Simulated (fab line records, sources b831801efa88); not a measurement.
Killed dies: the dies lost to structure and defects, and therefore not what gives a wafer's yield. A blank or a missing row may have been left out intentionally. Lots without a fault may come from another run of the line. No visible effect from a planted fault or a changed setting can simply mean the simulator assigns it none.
A struck lot beside a sound one    flow sky130    25 steps out of a route of 708
Sound: these wafers, L334.4, L334.5, L334.6. Wafers struck: L325.1, L325.4, L325.6. The cause is named last.
Each step with rows lists, per side, the tool, then ch with its chambers, then its first start. Under that, the readings that differ: sound wafers    struck wafers    difference of the means    sigmas: that difference in standard deviations of wafers without a fault.
alike: readings whose means differ by less than 2 such deviations, and words and numbers that are the same on both sides. not compared: withheld readings, readings that some wafer has no value for, bounds like >300 that may hide the same value, and numbers for which the record gives no deviation and whose values overlap.
Wherever a step has rows on one side only, a row that says differs or no value, or a row with sigmas, the two part there. Numbers that don't overlap but have no deviation are shown without sigmas and don't part them. Lack of a reading on every wafer of one side parts them only where that side has two or more wafers.

SKY_NWELL_RS_MEAS_31: a four-point-probe measurement.
  sound on film metro-02 at day 9 16:24; struck on film metro-03 at day 7 08:23
  alike: PWDE_RS
then, 7 steps without rows for these wafers: SKY_VT_ADJUST_HVTP_DEHYDRATE_00 (time 60 s); SKY_VT_ADJUST_HVTP_HMDS_01 (prime time 60 s); SKY_VT_ADJUST_HVTP_COAT_02 (resist thk 1140 nm); SKY_VT_ADJUST_HVTP_SOFTBAKE_03 (time 60 s); SKY_VT_ADJUST_HVTP_EXPOSE_04 (exposes mask HVTPM, target cd 380 nm); SKY_VT_ADJUST_HVTP_PEB_05; SKY_VT_ADJUST_HVTP_DEVELOP_06 (develop time 60 s).
SKY_VT_ADJUST_HVTP_CD_MEAS_07: target cd 380 nm.
  sound on cd sem-02 at day 10 13:26; struck on cd sem-01 at day 8 04:18
  alike: cd nm
SKY_VT_ADJUST_HVTP_OVL_MEAS_08:
  sound on overlay-02 at day 10 13:31; struck on overlay-02 at day 8 04:25
  alike: VT_ADJUST_HVTP_OVL
after that, 1 step had no rows for these wafers: SKY_VT_ADJUST_HVTP_IMPLANT_09.
SKY_VT_ADJUST_HVTP_STRIP_10: strips in O2/N2.
  sound on plasma asher-03 ch 0,1, day 10 13:43; struck on plasma asher-02 ch 0,1, day 8 04:36
  no value came back on the struck wafers for chamber pressure mTorr (mTorr), drypump motor current A (A), oes product au (a.u.), strip time to endpoint s (s); on the sound wafers chamber pressure mTorr (mTorr) reads 1499.5 1500.0 1499.0
reading                                              sound  struck          difference  sigmas
model.NOVOLAK_of_VT_ADJUST_HVTP_COAT_02.thk nm (nm)  0 0 0  1145 1147 1145  +1146       
  not compared: rf hours counter h
SKY_VT_ADJUST_HVTP_TW_MEAS_11:
  sound on film metro-02 at day 10 13:49; struck on film metro-02 at day 8 04:42
  alike: VT_ADJUST_HVTP_TW
then, 7 steps without rows for these wafers: SKY_VT_ADJUST_LVTN_DEHYDRATE_00 (time 60 s); SKY_VT_ADJUST_LVTN_HMDS_01 (prime time 60 s); SKY_VT_ADJUST_LVTN_COAT_02 (resist thk 3000 nm); SKY_VT_ADJUST_LVTN_SOFTBAKE_03; SKY_VT_ADJUST_LVTN_EXPOSE_04 (exposes mask NWM COMPLEMENT LESS NATIVE, target cd 840 nm); SKY_VT_ADJUST_LVTN_PEB_05; SKY_VT_ADJUST_LVTN_DEVELOP_06 (develop time 60 s).
SKY_VT_ADJUST_LVTN_OVL_MEAS_07:
  sound on overlay-01 at day 11 11:28; struck on overlay-01 at day 9 01:26
  alike: VT_ADJUST_LVTN_OVL
after that, 1 step had no rows for these wafers: SKY_VT_ADJUST_LVTN_IMPLANT_08.
SKY_VT_ADJUST_LVTN_STRIP_09: strips in O2/N2.
  sound on plasma asher-03 ch 0,1, day 11 11:40; struck on plasma asher-03 ch 0,1, day 9 01:37
reading                       sound              struck             difference  sigmas
strip time to endpoint s (s)  36.89 36.96 36.89  53.91 53.89 53.81  +16.96      +99 or more
  alike: chamber pressure mTorr, drypump motor current A, oes product au
  not compared: rf hours counter h
SKY_VT_ADJUST_LVTN_TW_MEAS_10:
  sound on film metro-02 at day 11 11:46; struck on film metro-04 at day 9 01:43
reading            sound              struck          difference  sigmas
VT_ADJUST_LVTN_TW  242.8 241.7 241.7  30.6 30.4 30.4  -211.6      -99 or more
then, 1 step without rows for these wafers: SKY_VT_ADJUST_LVTN_DEHYDRATE_11 (time 60 s).

## WHERE THEY PART
First at SKY_VT_ADJUST_HVTP_STRIP_10; last, within this record, at SKY_VT_ADJUST_LVTN_TW_MEAS_10.

WHY: what the simulator had put in
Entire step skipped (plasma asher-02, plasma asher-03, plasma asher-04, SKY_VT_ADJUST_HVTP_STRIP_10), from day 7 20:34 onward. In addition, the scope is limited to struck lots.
